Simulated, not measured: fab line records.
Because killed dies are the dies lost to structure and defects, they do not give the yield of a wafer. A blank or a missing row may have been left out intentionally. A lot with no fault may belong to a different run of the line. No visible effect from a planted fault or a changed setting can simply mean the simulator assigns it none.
Chamber matching / flow sky130 / SKY_VIA2_CMP_02 on cmp-01 has 4 sister chambers
The step polishes SiO2. 42 wafers are shown with their chamber, then 12 later ones without.

WAFERS PAIRED WITH THEIR CHAMBERS
wafer=L074.2; chamber=3; motorCurrentA (A)=11.8
wafer=L074.3; chamber=1; motorCurrentA (A)=11.8
wafer=L074.4; chamber=0; motorCurrentA (A)=12.3
wafer=L074.1; chamber=2; motorCurrentA (A)=11.9
wafer=L074.5; chamber=2; motorCurrentA (A)=12.6
wafer=L074.6; chamber=1; motorCurrentA (A)=12.1
wafer=L075.2; chamber=3; motorCurrentA (A)=11.8
wafer=L075.4; chamber=0; motorCurrentA (A)=12.6
wafer=L075.5; chamber=0; motorCurrentA (A)=12.4
wafer=L077.2; chamber=0; motorCurrentA (A)=12.7
wafer=L077.3; chamber=2; motorCurrentA (A)=12.5
wafer=L077.4; chamber=1; motorCurrentA (A)=11.9
wafer=L079.3; chamber=3; motorCurrentA (A)=11.8
wafer=L079.5; chamber=0; motorCurrentA (A)=12.2
wafer=L079.6; chamber=1; motorCurrentA (A)=12.0
wafer=L080.1; chamber=1; motorCurrentA (A)=11.8
wafer=L080.2; chamber=3; motorCurrentA (A)=11.3
wafer=L080.4; chamber=0; motorCurrentA (A)=12.2
wafer=L083.1; chamber=1; motorCurrentA (A)=11.7
wafer=L083.3; chamber=0; motorCurrentA (A)=13.4
wafer=L083.4; chamber=3; motorCurrentA (A)=11.7
wafer=L086.1; chamber=1; motorCurrentA (A)=11.8
wafer=L086.4; chamber=3; motorCurrentA (A)=11.3
wafer=L086.6; chamber=1; motorCurrentA (A)=11.8
wafer=L088.1; chamber=1; motorCurrentA (A)=11.5
wafer=L088.2; chamber=3; motorCurrentA (A)=11.0
wafer=L088.4; chamber=2; motorCurrentA (A)=12.3
wafer=L090.3; chamber=1; motorCurrentA (A)=12.2
wafer=L090.5; chamber=0; motorCurrentA (A)=13.0
wafer=L090.6; chamber=1; motorCurrentA (A)=11.6
wafer=L091.2; chamber=0; motorCurrentA (A)=11.9
wafer=L091.3; chamber=2; motorCurrentA (A)=11.9
wafer=L091.5; chamber=2; motorCurrentA (A)=12.3
wafer=L091.1; chamber=3; motorCurrentA (A)=11.5
wafer=L091.4; chamber=1; motorCurrentA (A)=12.0
wafer=L091.6; chamber=3; motorCurrentA (A)=11.8
wafer=L094.1; chamber=1; motorCurrentA (A)=11.4
wafer=L094.2; chamber=2; motorCurrentA (A)=12.4
wafer=L094.5; chamber=1; motorCurrentA (A)=11.5
wafer=L094.3; chamber=3; motorCurrentA (A)=11.1
wafer=L094.4; chamber=0; motorCurrentA (A)=12.3
wafer=L094.6; chamber=2; motorCurrentA (A)=12.9

SIGNATURES (means of the wafers above)
reading=motorCurrentA; chamber 0=12.500; chamber 1=11.793; chamber 2=12.350; chamber 3=11.510; scatter within a chamber=0.331
Rule: for a wafer and a chamber, the distance is found by dividing, reading by reading, the gap between the wafer's reading and the chamber's mean by the reading's scatter, squaring, summing and taking the root. The wafer belongs to the nearest chamber; if the next one is less than 2 further off, it can't be placed. How the scatter is found: for the shown wafers, subtract from each reading the mean of its chamber, square and add these, divide the total by (wafers less chambers), then take the root.

WAFERS WITHOUT THEIR CHAMBER
wafer=L095.1; motorCurrentA (A)=11.6
wafer=L095.4; motorCurrentA (A)=12.4
wafer=L095.6; motorCurrentA (A)=12.2
wafer=L096.2; motorCurrentA (A)=12.2
wafer=L096.4; motorCurrentA (A)=11.5
wafer=L096.5; motorCurrentA (A)=11.6
wafer=L097.1; motorCurrentA (A)=11.8
wafer=L097.2; motorCurrentA (A)=11.6
wafer=L097.3; motorCurrentA (A)=12.6
wafer=L097.4; motorCurrentA (A)=12.6
wafer=L097.5; motorCurrentA (A)=12.0
wafer=L097.6; motorCurrentA (A)=11.6

THE CHAMBER EACH PASSED THROUGH
wafer=L095.1; from the rows above=can't be placed: 3 or 1 or 2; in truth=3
wafer=L095.4; from the rows above=can't be placed: 2 or 0 or 1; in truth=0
wafer=L095.6; from the rows above=can't be placed: 2 or 0 or 1 or 3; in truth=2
wafer=L096.2; from the rows above=can't be placed: 2 or 0 or 1 or 3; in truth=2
wafer=L096.4; from the rows above=can't be placed: 3 or 1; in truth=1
wafer=L096.5; from the rows above=can't be placed: 3 or 1 or 2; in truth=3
wafer=L097.1; from the rows above=can't be placed: 1 or 3 or 2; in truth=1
wafer=L097.2; from the rows above=can't be placed: 3 or 1 or 2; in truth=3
wafer=L097.3; from the rows above=can't be placed: 0 or 2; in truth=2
wafer=L097.4; from the rows above=can't be placed: 0 or 2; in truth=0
wafer=L097.5; from the rows above=can't be placed: 1 or 2 or 3 or 0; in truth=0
wafer=L097.6; from the rows above=can't be placed: 3 or 1 or 2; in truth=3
Correct placement for 0 of the 12. These rows do not allow placing 12 (true chamber among the candidates in 12). Wrongly placed: 0.
